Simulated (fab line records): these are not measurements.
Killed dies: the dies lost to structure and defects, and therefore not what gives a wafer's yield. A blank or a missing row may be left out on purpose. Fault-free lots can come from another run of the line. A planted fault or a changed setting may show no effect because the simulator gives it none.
The tool behind it: which one? ; flow sky130 ; Sampling: 14 lots, 42 wafers, 2 of 708 route steps

WHAT THE GAUGES SHOWED, per wafer
The record lacks any reading of a measuring or inspecting step that a usual standard deviation could be used to judge.

WHICH TOOL RAN EACH LOT (tool, then ch and the chambers of the sampled wafers, then the start)
lot;SKY_METAL5_METAL_ETCH_15;SKY_METAL5_STRIP_16
L929;rie metal-02 ch 0,1, day 43 22:04;plasma asher-02 ch 1, day 43 22:18
L930;rie metal-03 ch 0,1, day 44 04:43;plasma asher-01 ch 0,1, day 44 04:56
L931;rie metal-03 ch 0,1, day 44 13:31;plasma asher-03 ch 0,1, day 44 13:44
L932;rie metal-02 ch 0,1, day 45 00:29;plasma asher-01 ch 0,1, day 45 00:43
L933;rie metal-02 ch 0,1, day 45 03:05;plasma asher-01 ch 0,1, day 45 03:19
L936;rie metal-03 ch 0,1, day 45 18:51;plasma asher-03 ch 0,1, day 45 19:02
L939;rie metal-02 ch 0,1, day 46 22:43;plasma asher-03 ch 0, day 46 22:57
L940;rie metal-04 ch 0,1, day 47 00:11;plasma asher-01 ch 0,1, day 47 00:25
L941;rie metal-03 ch 0,1, day 47 05:08;plasma asher-03 ch 0,1, day 47 05:20
L942;rie metal-04 ch 0,1, day 47 13:06;plasma asher-02 ch 0,1, day 47 13:17
L944;rie metal-02 ch 0,1, day 47 20:46;plasma asher-01 ch 0,1, day 47 20:59
L943;rie metal-04 ch 0,1, day 47 21:52;plasma asher-01 ch 0,1, day 47 22:05
L951;rie metal-04 ch 0,1, day 49 04:37;plasma asher-02 ch 0,1, day 49 04:50
L950;rie metal-02 ch 0,1, day 49 09:37;plasma asher-02 ch 0,1, day 49 09:52
- SKY_METAL5_METAL_ETCH_15: etches the open film in Cl2/BCl3, stops on SiO2, target depth 1260 nm, time 252 s.
- SKY_METAL5_STRIP_16: strips in O2/N2.

WHAT THE TOOLS THEMSELVES READ (means of the sampled wafers that have a number; where no wafer has one, the mark that the record gives instead)
SKY_METAL5_METAL_ETCH_15. Usual: bcl3 flow sccm 30.01 sccm, standard deviation 0.092; bias w 48.52 W, standard deviation 0.14; drypump motor current A 5.7 A, standard deviation 0.35; oes product au 0.894 a.u., standard deviation 0.005; rf fwd power W 897.4 W, standard deviation 3; throttle valve pct 22.264 %, standard deviation 0.0089.
lot;tool;bcl3 flow sccm (sccm);bias w (W);drypump motor current A (A);oes product au (a.u.);rf fwd power W (W);throttle valve pct (%);flag
L929;rie metal-02;30.01;48.56;5.8;0.890;893.2;22.260;
L930;rie metal-03;30.02;48.42;5.6;0.899;897.7;22.270;
L931;rie metal-03;30.01;48.55;5.9;0.892;895.4;22.257;
L932;rie metal-02;30.02;48.60;5.8;0.891;899.8;22.272;
L933;rie metal-02;30.08;48.42;5.7;0.895;898.9;22.262;
L936;rie metal-03;30.06;48.57;5.9;0.893;897.9;22.262;
L939;rie metal-02;30.03;48.61;5.7;0.896;895.9;22.264;
L940;rie metal-04;29.97;48.41;5.6;0.891;899.2;22.273;
L941;rie metal-03;29.95;48.55;5.9;0.895;900.4;22.267;
L942;rie metal-04;29.88;48.36;5.2;0.889;896.8;22.255;
L944;rie metal-02;-;-;-;-;-;-;OFF
L943;rie metal-04;-;-;-;-;-;-;OFF
L951;rie metal-04;30.15;48.47;5.3;0.896;899.3;22.268;
L950;rie metal-02;30.01;48.54;5.8;0.892;897.1;22.252;

SKY_METAL5_STRIP_16. Usual: drypump motor current A 5.9 A, standard deviation 0.3; oes product au 0.711 a.u., standard deviation 0.0045; strip time to endpoint s 13.08 s, standard deviation 0.13.
lot;tool;drypump motor current A (A);oes product au (a.u.);strip time to endpoint s (s);flag
L929;plasma asher-02;5.7;0.708;13.05;
L930;plasma asher-01;5.9;0.706;12.99;
L931;plasma asher-03;6.3;0.708;13.02;
L932;plasma asher-01;5.7;0.706;13.08;
L933;plasma asher-01;5.7;0.713;13.08;
L936;plasma asher-03;6.3;0.711;13.07;
L939;plasma asher-03;6.5;0.714;13.16;
L940;plasma asher-01;5.7;0.709;13.13;
L941;plasma asher-03;6.3;0.709;13.14;
L942;plasma asher-02;5.6;0.710;13.22;
L944;plasma asher-01;5.8;0.714;21.59;OFF
L943;plasma asher-01;5.9;0.713;21.62;OFF
L951;plasma asher-02;5.6;0.714;13.09;
L950;plasma asher-02;5.6;0.711;13.10;

THE ANSWER, worked out from the rows above alone
Rule: a lot counts as off when the mean over its wafers that have a number is more than 3 standard deviations away from the usual mean. A lot without any number at a reading at which 4 lots or more have one is off too. All remaining lots with rows at the step are treated as sound. Order of review: gauges by route order, followed by the tools' own readings, for which a lot's mean as printed above is used. The first step at which some lot is off is used, and at that step the reading that is off furthest; a lot without a number counts as furthest.
Off at SKY_METAL5_METAL_ETCH_15 (bcl3 flow sccm): L944, L943. Without a number there: L944, L943.
A tool fits if, at that step or a process step before it, it ran every lot that is off, and no sound lot after the first of them. Of those tried, none fits.

WHAT THE SIMULATOR PUT IN
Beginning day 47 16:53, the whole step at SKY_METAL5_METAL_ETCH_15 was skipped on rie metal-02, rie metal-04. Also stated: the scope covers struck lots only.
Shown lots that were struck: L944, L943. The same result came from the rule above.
